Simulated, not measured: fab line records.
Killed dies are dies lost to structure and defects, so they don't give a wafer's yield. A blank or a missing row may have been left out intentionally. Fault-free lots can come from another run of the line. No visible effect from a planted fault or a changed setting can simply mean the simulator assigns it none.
A lot that was struck, set against a sound lot + flow gf180mcu + 20 steps out of a route of 602
Sound: the wafers L436.1, L436.2, L436.4. Struck: wafer L442.5. (L442.6 of the same lot was not struck and is left out.) The cause comes at the end.
For every step that has rows: the tool of each side, followed by ch and its chambers, followed by its first start. Under that, the readings that differ: sound wafers + struck wafers + difference of the means + sigmas: that difference in standard deviations of wafers without a fault.
alike: readings whose means differ by less than 2 such deviations, and words and numbers that are the same on both sides. not compared: withheld readings, readings that some wafer has no value for, bounds like >300 that may hide the same value, and numbers for which the record gives no deviation and whose values overlap.
A row with sigmas, a row that says differs or no value, or rows on one side alone: a step with any of these is where the two part. Numbers that have no deviation but don't overlap get no sigmas and don't part them. A reading that every wafer of one side lacks parts them only if that side has two wafers or more.

first, 2 steps without rows for these wafers: GF_M1_CLEAN_19 (cleans in DIW); GF_V1_CVD_00 (deposits SiO2, target thk 600 nm, time 100 s).
GF_V1_THK_MEAS_01:
  sound on film metro-01 at day 19 20:07; struck on film metro-01 at day 21 23:23
  alike: V1_CVD_00_THK
GF_V1_CVD_02: deposits SiO2 from TEOS, target thk 850 nm, time 94.851 s.
  sound on pecvd-03 ch 0,2, day 19 20:11; struck on pecvd-01 ch 1, day 21 23:26
| reading            | sound       | struck | difference | sigmas |
|--------------------|-------------|--------|------------|--------|
| heater power w (W) | 626 545 584 | 794    | +209       | +2     |
  alike: rf fwd power W
GF_V1_THK_MEAS_03:
  sound on film metro-03 at day 19 20:15; struck on film metro-03 at day 21 23:31
| reading            | sound       | struck | difference | sigmas |
|--------------------|-------------|--------|------------|--------|
| V1_CVD_02_THK (nm) | 823 824 828 | 858    | +33        | +3     |
GF_V1_CMP_04: polishes SiO2.
  sound on cmp-01 ch 0,1,2, day 19 20:22; struck on cmp-01 ch 2, day 21 23:44
| reading                | sound    | struck | difference | sigmas |
|------------------------|----------|--------|------------|--------|
| time to endpoint s (s) | 63 65 67 | 82     | +17        | +3     |
  alike: head pressure psi, motor current A
GF_V1_BOW_MEAS_05:
  sound on film metro-02 at day 19 20:37; struck on film metro-01 at day 21 23:55
  alike: V1_BOW
then, 5 steps without rows for these wafers: GF_V1_DEHYDRATE_06 (time 60 s); GF_V1_HMDS_07 (prime time 60 s); GF_V1_COAT_08; GF_V1_COAT_09 (resist thk 1000 nm); GF_V1_SOFTBAKE_10 (time 60 s).
GF_V1_EXPOSE_11: exposes mask Via1, target cd 260 nm.
  sound on krf scanner-02 ch 0, day 20 09:11; struck on krf scanner-02 ch 0, day 22 11:38
  alike: mask
then, 2 steps without rows for these wafers: GF_V1_PEB_12 (peb time 90 s); GF_V1_DEVELOP_13 (develop time 60 s).
GF_V1_CD_MEAS_14 targets a cd of 260 nm.
  sound on cd sem-02 at day 20 21:18; struck on cd sem-01 at day 22 22:35
  alike: cd nm
GF_V1_OVL_MEAS_15:
  sound on overlay-02 at day 20 21:25; struck on overlay-01 at day 22 22:38
| reading     | sound   | struck | difference | sigmas |
|-------------|---------|--------|------------|--------|
| V1_OVL (nm) | 0 -5 -1 | -17    | -15        | -3     |
GF_V1_ETCH_16: etches BARC in N2/H2.
  sound on rie diel-01 ch 1,2,3, day 20 21:27; struck on rie diel-01 ch 0, day 22 22:40
  alike: drypump motor current A, oes product au, rf fwd power W, throttle valve pct
  not compared: model.V1.cd nm
GF_V1_ETCH_17: etches SiO2 in C4F8/O2/Ar, stops on TiN, target depth 630 nm.
  sound: rie diel-01 ch 1,2,3; struck: rie diel-01 ch 0
  alike: oes product au, rf fwd power W
  not compared: model.V1.cd nm
GF_V1_STRIP_18: strips in O2/N2.
  sound on plasma asher-02 ch 0,1, day 20 21:35; struck on plasma asher-04 ch 0, day 22 22:51
  alike: drypump motor current A, heater power w, oes product au
  not compared: rf hours counter h

WHERE THEY PART
Last at GF_V1_OVL_MEAS_15 as far as this record goes, first at GF_V1_CVD_02. Later steps at which nothing parts them and some readings are alike: GF_V1_ETCH_16, GF_V1_ETCH_17, GF_V1_STRIP_18.

WHY: whatever the simulator had introduced
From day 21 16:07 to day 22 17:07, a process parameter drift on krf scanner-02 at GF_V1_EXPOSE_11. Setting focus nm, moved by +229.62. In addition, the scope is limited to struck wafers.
